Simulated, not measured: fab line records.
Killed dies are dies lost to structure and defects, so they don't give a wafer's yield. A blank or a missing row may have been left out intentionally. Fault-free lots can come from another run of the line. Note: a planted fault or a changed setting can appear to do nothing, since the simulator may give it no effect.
Tool commonality check    flow sky130    11 lots, 33 wafers sampled

## REASON FOR OPENING
At SKY_METAL2_RS_MEAS_05 the reading METAL2_ALCU_RS is flagged on 2 of 11 lots. Wafers without a fault read 0.1267 ohm/sq, standard deviation 0.0014.
Rule: flag the lot when none of its wafers has a number, or when each of its wafers that has one lies beyond 4 standard deviations from that mean. As for the other lots, they are considered sound.

lot   measured      on             METAL2_ALCU_RS (ohm/sq), wafer by wafer  flag
L503  day 34 08:17  film_metro-03  0.1276 0.1260 0.1277                     
L505  day 34 12:20  film_metro-01  0.1283 0.1270 0.1286                     
L509  day 35 19:44  film_metro-01  8.6337 8.5859 8.6925                     FLAGGED
L510  day 36 06:32  film_metro-02  8.6028 8.5695 8.5784                     FLAGGED
L515  day 37 20:51  film_metro-02  0.1287 0.1268 0.1294                     
L516  day 39 04:32  film_metro-01  0.1246 0.1250 0.1241                     
L517  day 39 05:31  film_metro-03  0.1265 0.1272 0.1264                     
L520  day 39 06:33  film_metro-03  0.1273 0.1256 0.1260                     
L521  day 39 09:17  film_metro-03  0.1259 0.1272 0.1264                     
L522  day 39 12:35  film_metro-03  0.1276 0.1276 0.1260                     
L523  day 39 21:42  film_metro-02  0.1292 0.1281 0.1284                     
Averaged over the flagged lots the numbers come to 8.6105 ohm/sq, +8.4838 ohm/sq from the usual (+99 or more standard deviations).

## LOT BY LOT: THE TOOL USED
Before the reading, the record contains 2 process steps out of a 708-step route. Every cell lists first the tool, next ch and the chambers used by the sampled wafers, and last the start.
lot   flag     SKY_METAL2_SPUTTER_01         SKY_METAL2_SPUTTER_02
L503           pvd_sputter-02, day 34 08:09  pvd_sputter-02, day 34 08:11
L505           pvd_sputter-01, day 34 12:12  pvd_sputter-01, day 34 12:14
L509  FLAGGED  pvd_sputter-04, day 35 19:37  pvd_sputter-04, day 35 19:39
L510  FLAGGED  pvd_sputter-04, day 36 06:24  pvd_sputter-04, day 36 06:26
L515           pvd_sputter-04, day 37 20:43  pvd_sputter-04, day 37 20:44
L516           pvd_sputter-02, day 39 04:25  pvd_sputter-02, day 39 04:26
L517           pvd_sputter-04, day 39 05:23  pvd_sputter-04, day 39 05:25
L520           pvd_sputter-01, day 39 06:25  pvd_sputter-01, day 39 06:26
L521           pvd_sputter-01, day 39 09:10  pvd_sputter-01, day 39 09:11
L522           pvd_sputter-04, day 39 12:26  pvd_sputter-04, day 39 12:28
L523           pvd_sputter-04, day 39 21:35  pvd_sputter-04, day 39 21:36
What these steps do:
- SKY_METAL2_SPUTTER_01: material TiN, target thk 20 nm, time 16.7 s.
- SKY_METAL2_SPUTTER_02: material AlCu, target thk 250 nm, time 13.3 s.
- SKY_METAL2_RS_MEAS_05: measures by four-point-probe.

## FLAGGED AGAINST TOTAL, ONE TOOL AT A TIME (gauges that did the reading follow at the end)
step                   tool            lots run  flagged  share of the flagged lots  sound lots run after its first flagged lot
SKY_METAL2_SPUTTER_01  pvd_sputter-01  3         0        none                       -
SKY_METAL2_SPUTTER_01  pvd_sputter-02  2         0        none                       -
SKY_METAL2_SPUTTER_01  pvd_sputter-04  6         2        all                        4 (L515,L517,L522,L523)
SKY_METAL2_SPUTTER_02  pvd_sputter-01  3         0        none                       -
SKY_METAL2_SPUTTER_02  pvd_sputter-02  2         0        none                       -
SKY_METAL2_SPUTTER_02  pvd_sputter-04  6         2        all                        4 (L515,L517,L522,L523)
SKY_METAL2_RS_MEAS_05  film_metro-01   3         1        some                       1 (L516)
SKY_METAL2_RS_MEAS_05  film_metro-02   3         1        some                       2 (L515,L523)
SKY_METAL2_RS_MEAS_05  film_metro-03   5         0        none                       -

## THE TABLE: WHAT IT ALLOWS
2 rows of the table ran every flagged lot: pvd_sputter-04 at SKY_METAL2_SPUTTER_01, pvd_sputter-04 at SKY_METAL2_SPUTTER_02.
- pvd_sputter-04 at SKY_METAL2_SPUTTER_01: 2 of its 6 lots flagged. Lots that were sound ran on it after the first flagged one (L515, L517, L522, L523); a persistent fault on the entire tool would not allow that.
- pvd_sputter-04 at SKY_METAL2_SPUTTER_02: 2 of its 6 lots flagged. Lots that were sound ran on it after the first flagged one (L515, L517, L522, L523); a persistent fault on the entire tool would not allow that. On the flagged lots its readings are blank where sound lots have values: cathode_dc_power_W, chamber_pressure_pa, throttle_valve_pct.
Not one row of the table ran every flagged lot while running no sound lot after the first.

## WHAT HAD BEEN PUT IN BY THE SIMULATOR
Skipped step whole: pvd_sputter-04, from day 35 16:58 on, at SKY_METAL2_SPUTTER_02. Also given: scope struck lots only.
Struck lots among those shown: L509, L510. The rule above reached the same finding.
